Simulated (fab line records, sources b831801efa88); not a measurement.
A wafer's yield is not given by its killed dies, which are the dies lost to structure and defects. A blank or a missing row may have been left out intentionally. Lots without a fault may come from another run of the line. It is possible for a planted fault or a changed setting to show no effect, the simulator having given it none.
The tool behind it: which one? | flow sky130 | Sampling: 24 lots, 72 wafers, 6 of 708 route steps

## WHAT EACH GAUGE READ, for each wafer
SKY_POLY_CUT_OVL_MEAS_09.
lot  | measured     | on         | POLY_CUT_OVL (nm)
L074 | day 24 00:19 | overlay-02 | -1 -9 -8
L076 | day 25 02:58 | overlay-02 | 4 3 -9
L075 | day 25 04:50 | overlay-01 | -2 1 -15
L077 | day 25 10:31 | overlay-02 | 12 3 4
L078 | day 25 10:58 | overlay-02 | -3 -4 6
L079 | day 26 02:15 | overlay-02 | 11 9 8
L080 | day 26 15:00 | overlay-02 | -1 0 8
L081 | day 26 22:47 | overlay-02 | 5 3 -3
L082 | day 27 04:53 | overlay-01 | -5 8 -6
L083 | day 27 17:39 | overlay-02 | -9 2 -3
L084 | day 27 23:39 | overlay-01 | -2 -1 5
L085 | day 28 14:28 | overlay-02 | -4 0 10
L086 | day 28 21:50 | overlay-02 | -6 0 0
L087 | day 29 00:21 | overlay-01 | 13 3 6
L088 | day 29 08:29 | overlay-01 | 1 -2 -6
L089 | day 29 11:38 | overlay-02 | 4 2 -3
L090 | day 30 00:35 | overlay-01 | 5 4 0
L092 | day 30 10:19 | overlay-02 | 1 4 2
L091 | day 30 12:57 | overlay-01 | 7 -2 -2
L093 | day 31 06:55 | overlay-01 | -1 -2 -11
L095 | day 31 07:23 | overlay-01 | 7 9 5
L094 | day 31 16:19 | overlay-01 | -7 -9 -8
L096 | day 31 23:55 | overlay-01 | -4 7 -3
L097 | day 32 04:15 | overlay-02 | 2 -5 -8

SKY_LI_CONTACT_BOW_MEAS_03.
lot  | measured     | on           | LI_CONTACT_BOW (um)
L074 | day 27 17:34 | filmMetro-02 | 54 65 52
L076 | day 28 18:48 | filmMetro-02 | 51 37 53
L075 | day 28 21:42 | filmMetro-03 | 58 52 70
L077 | day 29 02:32 | filmMetro-03 | 48 65 62
L078 | day 29 03:19 | filmMetro-02 | 58 65 51
L079 | day 29 18:37 | filmMetro-03 | 64 61 55
L080 | day 30 06:16 | filmMetro-02 | 54 64 61
L081 | day 30 13:32 | filmMetro-02 | 49 59 60
L082 | day 30 19:23 | filmMetro-03 | 59 51 57
L083 | day 31 08:08 | filmMetro-01 | 47 52 47
L084 | day 31 13:54 | filmMetro-01 | 56 53 49
L085 | day 32 03:46 | filmMetro-02 | 73 58 49
L086 | day 32 11:23 | filmMetro-03 | 61 57 56
L087 | day 32 13:31 | filmMetro-03 | 60 56 59
L088 | day 32 20:50 | filmMetro-01 | 49 39 43
L089 | day 33 00:10 | filmMetro-03 | 53 42 49
L090 | day 33 11:26 | filmMetro-01 | 60 52 62
L092 | day 33 20:34 | filmMetro-02 | 60 73 55
L091 | day 34 00:58 | filmMetro-02 | 65 69 55
L093 | day 34 16:45 | filmMetro-01 | 45 52 44
L095 | day 34 17:37 | filmMetro-03 | 51 50 47
L094 | day 35 03:00 | filmMetro-03 | 60 69 48
L096 | day 35 09:26 | filmMetro-03 | 56 53 69
L097 | day 35 12:53 | filmMetro-02 | 55 52 51

SKY_LOCAL_INTERCONNECT_OVL_MEAS_12.
lot  | measured     | on         | LOCAL_INTERCONNECT_OVL (nm)
L074 | day 30 05:03 | overlay-01 | -4 -9 -1
L076 | day 31 03:56 | overlay-02 | 0 3 1
L075 | day 31 07:02 | overlay-02 | 4 2 -3
L077 | day 31 11:03 | overlay-01 | -3 -4 1
L078 | day 31 12:13 | overlay-02 | 3 -6 -5
L079 | day 32 03:46 | overlay-02 | -2 2 -5
L080 | day 32 14:17 | overlay-01 | -1 -7 -1
L081 | day 32 21:21 | overlay-02 | 2 3 7
L082 | day 33 03:40 | overlay-01 | 4 4 0
L083 | day 33 16:25 | overlay-02 | -8 0 2
L084 | day 33 21:47 | overlay-02 | 6 2 10
L085 | day 34 09:55 | overlay-01 | 5 0 9
L086 | day 34 18:01 | overlay-01 | -5 3 -6
L087 | day 34 20:08 | overlay-01 | 2 3 2
L088 | day 35 03:38 | overlay-01 | -5 -6 -5
L089 | day 35 06:42 | overlay-01 | -3 -7 -2
L090 | day 35 17:10 | overlay-01 | -8 0 -6
L092 | day 36 02:38 | overlay-02 | -3 -4 -3
L091 | day 36 07:33 | overlay-02 | -9 0 2
L093 | day 36 23:26 | overlay-01 | 2 3 2
L095 | day 37 00:08 | overlay-01 | 7 -1 4
L094 | day 37 10:42 | overlay-01 | -1 4 1
L096 | day 37 16:09 | overlay-01 | -3 -6 -5
L097 | day 37 19:57 | overlay-01 | -11 -6 -15

SKY_CAP2M_THK_MEAS_01.
lot  | measured     | on           | CAP2M_CVD_00_THK (nm)
L074 | day 39 12:01 | filmMetro-03 | 15.18 15.28 15.37
L076 | day 40 07:19 | filmMetro-01 | 15.36 15.32 15.54
L075 | day 40 14:43 | filmMetro-04 | 15.27 15.90 15.38
L077 | day 40 17:05 | filmMetro-03 | 15.10 15.50 15.45
L078 | day 40 17:13 | filmMetro-04 | 15.21 15.29 15.42
L079 | day 41 06:52 | filmMetro-04 | 15.53 15.51 15.40
L080 | day 41 17:16 | filmMetro-03 | 15.58 15.67 15.73
L081 | day 41 23:41 | filmMetro-04 | 15.22 15.55 15.33
L082 | day 42 04:38 | filmMetro-04 | 15.55 15.76 15.84
L083 | day 42 15:50 | filmMetro-04 | 15.43 15.74 15.90
L084 | day 42 23:23 | filmMetro-04 | 15.32 15.77 15.82
L085 | day 43 07:25 | filmMetro-04 | 15.34 15.63 15.58
L086 | day 43 17:10 | filmMetro-03 | 15.36 15.46 15.77
L087 | day 43 16:37 | filmMetro-04 | 15.42 15.20 15.67
L088 | day 44 00:05 | filmMetro-04 | 15.31 15.56 15.48
L089 | day 44 02:38 | filmMetro-01 | 15.03 15.29 15.34
L090 | day 44 13:07 | filmMetro-04 | 15.45 15.56 15.29
L092 | day 44 18:48 | filmMetro-01 | 15.02 15.35 15.51
L091 | day 45 00:19 | filmMetro-01 | 15.29 15.31 15.62
L093 | day 45 10:52 | filmMetro-01 | 15.49 15.42 15.40
L095 | day 45 12:47 | filmMetro-01 | 15.57 15.81 15.65
L094 | day 45 20:09 | filmMetro-04 | 15.25 15.43 15.51
L096 | day 46 02:04 | filmMetro-01 | 15.09 15.43 15.51
L097 | day 46 03:59 | filmMetro-01 | 15.19 15.40 15.56

## WHAT TOOL EACH LOT RAN ON (gives the tool, then ch and the chambers of the sampled wafers, and finally the start)
lot  | SKY_CONTACT_ETCH_16               | SKY_METAL3_SPUTTER_00
L074 | rieDiel-01 ch 0,1, day 31 09:53   | pvdSputter-01, day 36 02:50
L076 | rieDiel-03 ch 0,1,2, day 32 08:53 | pvdSputter-03, day 37 00:10
L075 | rieDiel-01 ch 2,3, day 32 11:44   | pvdSputter-04, day 37 06:07
L077 | rieDiel-03 ch 2,3, day 32 15:28   | pvdSputter-03, day 37 09:43
L078 | rieDiel-02 ch 2,3, day 32 17:02   | pvdSputter-04, day 37 10:22
L079 | rieDiel-03 ch 0,2, day 33 08:01   | pvdSputter-03, day 38 00:00
L080 | rieDiel-01 ch 0,1,2, day 33 18:53 | pvdSputter-04, day 38 11:43
L081 | rieDiel-02 ch 0,1, day 34 01:35   | pvdSputter-04, day 38 17:32
L082 | rieDiel-01 ch 0,1,2, day 34 06:56 | pvdSputter-04, day 38 23:20
L083 | rieDiel-03 ch 0,2, day 34 19:50   | pvdSputter-01, day 39 11:02
L084 | rieDiel-01 ch 1,2,3, day 35 01:17 | pvdSputter-04, day 39 17:51
L085 | rieDiel-01 ch 1,2,3, day 35 14:26 | pvdSputter-01, day 40 04:01
L086 | rieDiel-02 ch 1,3, day 35 22:40   | pvdSputter-01, day 40 12:26
L087 | rieDiel-03 ch 1,2,3, day 35 23:58 | pvdSputter-04, day 40 12:49
L088 | rieDiel-02 ch 0,1, day 36 08:23   | pvdSputter-04, day 40 20:37
L089 | rieDiel-01 ch 0,1,3, day 36 10:47 | pvdSputter-04, day 40 23:53
L090 | rieDiel-02 ch 1,2,3, day 36 21:03 | pvdSputter-04, day 41 09:52
L092 | rieDiel-03 ch 0,1,3, day 37 06:01 | pvdSputter-01, day 41 17:22
L091 | rieDiel-01 ch 0,2,3, day 37 11:14 | pvdSputter-03, day 41 21:53
L093 | rieDiel-01 ch 0,2,3, day 38 02:23 | pvdSputter-01, day 42 11:13
L095 | rieDiel-02 ch 0,2, day 38 03:25   | pvdSputter-04, day 42 13:23
L094 | rieDiel-03 ch 0,1,3, day 38 13:05 | pvdSputter-03, day 42 21:17
L096 | rieDiel-02 ch 2,3, day 38 18:53   | pvdSputter-04, day 43 03:55
L097 | rieDiel-03 ch 1,2,3, day 38 22:53 | pvdSputter-03, day 43 06:15
- SKY_CONTACT_ETCH_16: etches BARC in N2/H2, stops on SiO2, time 45.9 s, target depth 60 nm.
- SKY_METAL3_SPUTTER_00: material Ti, target thk 15 nm, time 10 s.

## WHAT THE TOOLS THEMSELVES READ (means of the sampled wafers that have a number; where no wafer has one, the mark that the record gives instead)
SKY_CONTACT_ETCH_16.
lot  | tool       | biasW (W) | drypumpMotorCurrentA (A) | oesProductAu (a.u.) | throttleValvePct (%)
L074 | rieDiel-01 | 99.99     | 6.4                      | 0.853               | 13.220
L076 | rieDiel-03 | 99.77     | 5.7                      | 0.853               | 13.216
L075 | rieDiel-01 | 100.08    | 5.7                      | 0.854               | 13.221
L077 | rieDiel-03 | 100.21    | 5.4                      | 0.858               | 13.231
L078 | rieDiel-02 | 99.79     | 5.5                      | 0.858               | 13.228
L079 | rieDiel-03 | 100.05    | 5.5                      | 0.853               | 13.219
L080 | rieDiel-01 | 100.16    | 6.1                      | 0.857               | 13.228
L081 | rieDiel-02 | 100.12    | 5.8                      | 0.855               | 13.225
L082 | rieDiel-01 | 100.20    | 6.1                      | 0.855               | 13.229
L083 | rieDiel-03 | 99.88     | 5.5                      | 0.853               | 13.226
L084 | rieDiel-01 | 100.02    | 6.1                      | 0.855               | 13.218
L085 | rieDiel-01 | 100.10    | 6.1                      | 0.854               | 13.221
L086 | rieDiel-02 | 100.22    | 5.6                      | 0.850               | 13.227
L087 | rieDiel-03 | 99.97     | 5.6                      | 0.856               | 13.229
L088 | rieDiel-02 | 100.25    | 5.8                      | 0.855               | 13.219
L089 | rieDiel-01 | 99.71     | 6.2                      | 0.855               | 13.227
L090 | rieDiel-02 | 100.12    | 5.5                      | 0.855               | 13.235
L092 | rieDiel-03 | 100.12    | 5.5                      | 0.857               | 13.220
L091 | rieDiel-01 | 100.07    | 5.9                      | 0.854               | 13.224
L093 | rieDiel-01 | 99.64     | 5.9                      | 0.857               | 13.234
L095 | rieDiel-02 | 100.25    | 5.7                      | 0.852               | 13.229
L094 | rieDiel-03 | 99.97     | 5.4                      | 0.851               | 13.224
L096 | rieDiel-02 | 100.42    | 5.5                      | 0.857               | 13.215
L097 | rieDiel-03 | 100.17    | 5.6                      | 0.856               | 13.229

SKY_METAL3_SPUTTER_00.
lot  | tool          | throttleValvePct (%)
L074 | pvdSputter-01 | 30.3
L076 | pvdSputter-03 | 29.9
L075 | pvdSputter-04 | 30.7
L077 | pvdSputter-03 | 30.1
L078 | pvdSputter-04 | 30.3
L079 | pvdSputter-03 | 29.8
L080 | pvdSputter-04 | 30.2
L081 | pvdSputter-04 | 30.7
L082 | pvdSputter-04 | 30.7
L083 | pvdSputter-01 | 29.4
L084 | pvdSputter-04 | 30.1
L085 | pvdSputter-01 | 29.4
L086 | pvdSputter-01 | 30.3
L087 | pvdSputter-04 | 30.5
L088 | pvdSputter-04 | 30.6
L089 | pvdSputter-04 | 30.5
L090 | pvdSputter-04 | 30.1
L092 | pvdSputter-01 | 30.9
L091 | pvdSputter-03 | 30.2
L093 | pvdSputter-01 | 30.4
L095 | pvdSputter-04 | 30.1
L094 | pvdSputter-03 | 29.3
L096 | pvdSputter-04 | 30.1
L097 | pvdSputter-03 | 29.8

## THE ANSWER, worked out from the rows above alone
Rule: usual is defined by the lots themselves. The widest of any qualifying gaps counts: lots, ordered by their means at a reading, are off when they make up no more than a third of the lots, leave a main group of 4 or more, and stand apart from it by 3 or more times the standard deviation of that group's means. The tables above print the reading to a certain number of digits; a main group whose means all agree to those digits is not used. Also off: a lot with no number at a reading for which 4 or more lots have one. Where the step has rows for the other lots, those lots are counted as sound. Order of review: gauges by route order, followed by the tools' own readings, for which a lot's mean as printed above is used. At the first step where some lot is off, the reading lying furthest off is the one used; lots without a number count as furthest.
Nothing can be told from this: no lot is off at any reading shown.

## WHAT HAD BEEN PUT IN BY THE SIMULATOR
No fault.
